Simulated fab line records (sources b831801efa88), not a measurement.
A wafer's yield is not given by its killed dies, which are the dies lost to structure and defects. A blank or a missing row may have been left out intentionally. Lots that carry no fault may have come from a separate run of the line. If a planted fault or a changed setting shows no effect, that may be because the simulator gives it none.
Struck lot and sound lot, side by side || flow sky130 || 18 steps out of a route of 708
Sound: these wafers, L603.2, L603.4, L603.6. Struck: wafer L615.6 (L615.1, L615.4, from the same lot, were not struck and are left out); the cause is given at the end.
Per side, at each step with rows, come the tool, then ch with its chambers, and then its first start. Under that, the readings that differ: sound wafers || struck wafers || difference of the means || sigmas: that difference in standard deviations of wafers without a fault.
alike: a reading whose means differ by less than 2 such deviations, as well as words and numbers matching on both sides. not compared: withheld readings; readings where some wafer has no value; bounds like >300 that might hide an equal value; numbers whose values overlap and for which the record gives no deviation.
A row with sigmas, a row that says differs or no value, or rows on one side alone: a step with any of these is where the two part. When numbers do not overlap yet have no deviation, they are printed without sigmas and do not part them. Lack of a reading on every wafer of one side parts them only where that side has two or more wafers.

first, 3 steps without rows for these wafers: SKY_LI_CONTACT_EXPOSE_09 (exposes mask LICM1, target cd 170 nm); SKY_LI_CONTACT_PEB_10; SKY_LI_CONTACT_DEVELOP_11 (develop time 60 s).
SKY_LI_CONTACT_CD_MEAS_12: the cd target is 170 nm.
  sound on cd sem-02 at day 31 22:13; struck on cd sem-01 at day 35 17:44
  alike: cd nm
SKY_LI_CONTACT_OVL_MEAS_13:
  sound on overlay-01 at day 31 22:19; struck on overlay-02 at day 35 17:51
  alike: LI_CONTACT_OVL
SKY_LI_CONTACT_ETCH_14: etches BARC in N2/H2, stops on SiO2, time 45.9 s, target depth 60 nm.
  sound on rie diel-01 ch 0,1, day 31 22:21; struck on rie diel-04 ch 0, day 35 17:53
{"reading": "oes product au (a.u.)", "sound": "0.857 0.859 0.860", "struck": 0.847, "difference": -0.012, "sigmas": -3}
  alike: bias w, drypump motor current A, throttle valve pct
  not compared: rf hours counter h
SKY_LI_CONTACT_ETCH_15: etches PSG in C4F8/O2/Ar, stops on Si, target depth 600 nm.
  sound on rie diel-01 ch 0,1, day 31 22:23; struck on rie diel-04 ch 0, day 35 17:56
  alike: bias w, oes product au
then, 3 steps without rows for these wafers: SKY_LI_CONTACT_STRIP_16 (strips in O2/N2); SKY_LI_CONTACT_CLEAN_17 (cleans in NMP, time 600 s); SKY_LI_CONTACT_PRE_CLEAN_18 (time 5.6 s).
SKY_LI_CONTACT_SPUTTER_19: material Ti, target thk 20 nm, time 106.37 s.
  sound on pvd sputter-03 at day 31 22:46; struck on pvd sputter-03 at day 35 18:19
  alike: throttle valve pct
SKY_LI_CONTACT_SPUTTER_20: material TiN, target thk 20 nm, time 80 s.
  sound on pvd sputter-03 at day 31 22:51; struck on pvd sputter-03 at day 35 18:23
  alike: throttle valve pct
SKY_LI_CONTACT_CVD_21: deposits W, target thk 400 nm, time 120.56 s.
  sound on cvd w-02 ch 0,1, day 31 22:55; struck on cvd w-02 ch 0, day 35 18:27
{"reading": "susceptor temp C (C)", "sound": "400.14 400.18 399.97", "struck": 406.10, "difference": "+6.00", "sigmas": "+23"}
{"reading": "model.W_of_LI_CONTACT_CVD_21.thk nm (nm)", "sound": "387.5 404.3 402.5", "struck": 441.4, "difference": "+43.3", "sigmas": ""}
  alike: heater power w
SKY_LI_CONTACT_RS_MEAS_22: measures by four-point-probe.
  sound on film metro-02 at day 31 23:04; struck on film metro-04 at day 35 18:34
{"reading": "LI_CONTACT_W_RS (ohm/sq)", "sound": "0.293 0.281 0.282", "struck": 0.258, "difference": -0.027, "sigmas": -7}
SKY_LI_CONTACT_THK_MEAS_23: measures by xrf.
  sound on film metro-02 at day 31 23:10; struck on film metro-04 at day 35 18:41
{"reading": "LI_CONTACT_W_THK (nm)", "sound": "387 408 402", "struck": 440, "difference": "+41", "sigmas": "+6"}
SKY_LI_CONTACT_CMP_24: polishes, stops on PSG, t overpolish 20 s, target thk 0 nm.
  sound on cmp-01 ch 1,2, day 31 23:16; struck on cmp-02 ch 0, day 35 18:48
{"reading": "time to endpoint s (s)", "sound": "87 95 95", "struck": 113, "difference": "+21", "sigmas": "+5"}
  alike: motor current A, slurry filter dp kPa
SKY_LOCAL_INTERCONNECT_SPUTTER_00: material TiN, target thk 100 nm, time 83.3 s.
  sound on pvd sputter-03 at day 31 23:31; struck on pvd sputter-02 at day 35 19:03
  alike: susceptor temp C, throttle valve pct
after that, 1 step had no rows for these wafers: SKY_PAD_OPEN_PROBE_99.

== WHERE THEY PART ==
First at SKY_LI_CONTACT_ETCH_14; last, within this record, at SKY_LI_CONTACT_CMP_24. Later steps at which nothing parts them and some readings are alike: SKY_LOCAL_INTERCONNECT_SPUTTER_00.

WHY: what had been put in by the simulator
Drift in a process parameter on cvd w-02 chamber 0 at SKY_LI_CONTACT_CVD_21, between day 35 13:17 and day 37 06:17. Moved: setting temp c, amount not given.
